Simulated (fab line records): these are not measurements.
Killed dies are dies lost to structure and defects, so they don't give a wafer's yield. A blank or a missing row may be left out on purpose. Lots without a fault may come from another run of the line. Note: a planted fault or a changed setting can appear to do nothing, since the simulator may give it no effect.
Which tool was responsible? + flow sky130 + 12 lots with 36 wafers sampled at 4 steps, on a route of 708 steps

## WHAT THE GAUGES SHOWED, per wafer
SKY_CAPM_THK_MEAS_04: measures by xrf.
| lot  | measured     | on           | CAPM_TIN_THK (nm) |
|------|--------------|--------------|-------------------|
| L626 | day 36 16:09 | filmMetro-02 | 199.4 197.5 200.6 |
| L627 | day 37 01:14 | filmMetro-04 | 197.2 196.9 195.9 |
| L628 | day 37 06:55 | filmMetro-02 | 200.0 198.7 201.4 |
| L629 | day 37 08:28 | filmMetro-03 | 197.3 200.1 197.5 |
| L630 | day 37 17:37 | filmMetro-02 | 197.3 201.6 201.5 |
| L631 | day 38 01:16 | filmMetro-03 | 201.6 199.1 198.3 |
| L632 | day 38 09:27 | filmMetro-03 | 199.8 201.7 201.1 |
| L633 | day 38 21:11 | filmMetro-03 | 198.9 200.5 197.3 |
| L639 | day 40 07:22 | filmMetro-03 | 196.5 199.3 197.9 |
| L641 | day 41 03:07 | filmMetro-02 | 201.7 200.4 199.1 |
| L642 | day 41 10:26 | filmMetro-04 | 198.3 195.3 196.3 |
| L644 | day 41 13:20 | filmMetro-02 | 196.5 199.6 195.0 |

SKY_METAL4_OVL_MEAS_14.
| lot  | measured     | on         | METAL4_OVL (nm) |
|------|--------------|------------|-----------------|
| L626 | day 42 00:41 | overlay-02 | -6 -1 -10       |
| L627 | day 42 09:58 | overlay-02 | -1 7 -1         |
| L628 | day 42 13:43 | overlay-01 | -10 -1 -1       |
| L629 | day 42 15:50 | overlay-01 | -3 -5 -13       |
| L630 | day 42 23:22 | overlay-02 | -7 6 3          |
| L631 | day 43 06:16 | overlay-01 | -1 -8 -2        |
| L632 | day 43 14:19 | overlay-02 | -4 -4 -14       |
| L633 | day 44 01:41 | overlay-02 | 2 -8 -4         |
| L639 | day 45 07:57 | overlay-02 | -8 -8 -15       |
| L641 | day 46 00:56 | overlay-02 | -5 -11 0        |
| L642 | day 46 06:49 | overlay-01 | 1 -2 -9         |
| L644 | day 46 10:16 | overlay-01 | 2 -4 -1         |

## TOOL THAT RAN EACH LOT (tool first, then ch and the chambers of the sampled wafers, then the start)
| lot  | SKY_CONTACT_CMP_04            | SKY_VIA3_ETCH_15                  |
|------|-------------------------------|-----------------------------------|
| L626 | cmp-01 ch 2,3, day 30 17:47   | rieDiel-02 ch 0,1,2, day 39 22:08 |
| L627 | cmp-01 ch 0,1,3, day 31 01:40 | rieDiel-01 ch 2,3, day 40 07:23   |
| L628 | cmp-01 ch 0,2,3, day 31 09:40 | rieDiel-02 ch 0,2, day 40 11:25   |
| L629 | cmp-01 ch 0,1,2, day 31 11:28 | rieDiel-01 ch 2,3, day 40 13:40   |
| L630 | cmp-01 ch 0,1,3, day 31 20:19 | rieDiel-04 ch 1,2,3, day 40 21:43 |
| L631 | cmp-02 ch 0,2,3, day 32 05:23 | rieDiel-02 ch 0,2,3, day 41 05:10 |
| L632 | cmp-02 ch 0,1, day 32 13:58   | rieDiel-02 ch 2,3, day 41 13:14   |
| L633 | cmp-01 ch 0,1, day 33 01:52   | rieDiel-01 ch 0,1,3, day 42 00:41 |
| L639 | cmp-02 ch 0,3, day 34 13:55   | rieDiel-02 ch 0,1,3, day 43 08:47 |
| L641 | cmp-02 ch 1,2,3, day 35 12:59 | rieDiel-02 ch 1,2,3, day 44 03:34 |
| L642 | cmp-02 ch 0,3, day 35 19:07   | rieDiel-01 ch 0,2,3, day 44 09:28 |
| L644 | cmp-01 ch 2,3, day 35 23:53   | rieDiel-01 ch 0,1, day 44 12:46   |
- SKY_CONTACT_CMP_04: polishes SiO2.
- SKY_VIA3_ETCH_15: etches SiO2 in C4F8/O2/Ar, stops on TiN, target depth 507 nm, time 78 s.

## AS READ BY THE TOOLS THEMSELVES (means over the sampled wafers that have a number; for cases with no such wafer, the mark the record gives instead)
SKY_CONTACT_CMP_04.
| lot  | tool   | motorCurrentA (A) | timeToEndpointS (s) |
|------|--------|-------------------|---------------------|
| L626 | cmp-01 | 11.7              | 81                  |
| L627 | cmp-01 | 11.8              | 79                  |
| L628 | cmp-01 | 11.4              | 80                  |
| L629 | cmp-01 | 11.8              | 80                  |
| L630 | cmp-01 | 11.6              | 81                  |
| L631 | cmp-02 | 10.5              | 83                  |
| L632 | cmp-02 | 11.5              | 79                  |
| L633 | cmp-01 | 11.4              | 80                  |
| L639 | cmp-02 | 10.1              | 66                  |
| L641 | cmp-02 | 10.8              | 71                  |
| L642 | cmp-02 | 10.3              | 52                  |
| L644 | cmp-01 | 11.9              | 82                  |

SKY_VIA3_ETCH_15.
| lot  | tool       | oesProductAu (a.u.) |
|------|------------|---------------------|
| L626 | rieDiel-02 | 0.944               |
| L627 | rieDiel-01 | 0.948               |
| L628 | rieDiel-02 | 0.947               |
| L629 | rieDiel-01 | 0.945               |
| L630 | rieDiel-04 | 0.948               |
| L631 | rieDiel-02 | 0.939               |
| L632 | rieDiel-02 | 0.943               |
| L633 | rieDiel-01 | 0.952               |
| L639 | rieDiel-02 | 0.946               |
| L641 | rieDiel-02 | 0.944               |
| L642 | rieDiel-01 | 0.949               |
| L644 | rieDiel-01 | 0.947               |

## THE ANSWER, worked out from the rows above alone
Rule: what is usual is taken from the lots themselves. The widest of any qualifying gaps counts: lots, ordered by their means at a reading, are off when they make up no more than a third of the lots, leave a main group of 4 or more, and stand apart from it by 3 or more times the standard deviation of that group's means. The tables above print the reading to a certain number of digits; a main group whose means all agree to those digits is not used. Also off: a lot with no number at a reading for which 4 or more lots have one. Where the step has rows for the other lots, those lots are counted as sound. The gauges are gone through in route order, then the tools' own readings, and for those a lot's mean is taken as printed above. At the first step where some lot is off, the reading lying furthest off is the one used; lots without a number count as furthest.
Off, at SKY_CONTACT_CMP_04 on timeToEndpointS: L639, L641, L642. The main group has a mean of 81 s with a standard deviation of 1.3.
If a tool, at that step or one of the process steps before it, ran each lot that is off and ran no sound lot following the first of them, it fits. One fits: SKY_CONTACT_CMP_04 on cmp-02. Its last sound lot is L632 (day 32 13:58), its first lot that is off L639 (day 34 13:55): a fault that began between those two fits.
The tool's own readings at SKY_CONTACT_CMP_04 bear it out: on the lots that are off they differ by more than 5 times the standard deviation of the sound lots' means. timeToEndpointS reads 63 s there against 81 s on the sound lots.

## WHAT THE SIMULATOR HAD PUT IN
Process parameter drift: cmp-02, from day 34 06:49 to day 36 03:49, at SKY_CONTACT_CMP_04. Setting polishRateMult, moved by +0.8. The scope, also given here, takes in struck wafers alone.
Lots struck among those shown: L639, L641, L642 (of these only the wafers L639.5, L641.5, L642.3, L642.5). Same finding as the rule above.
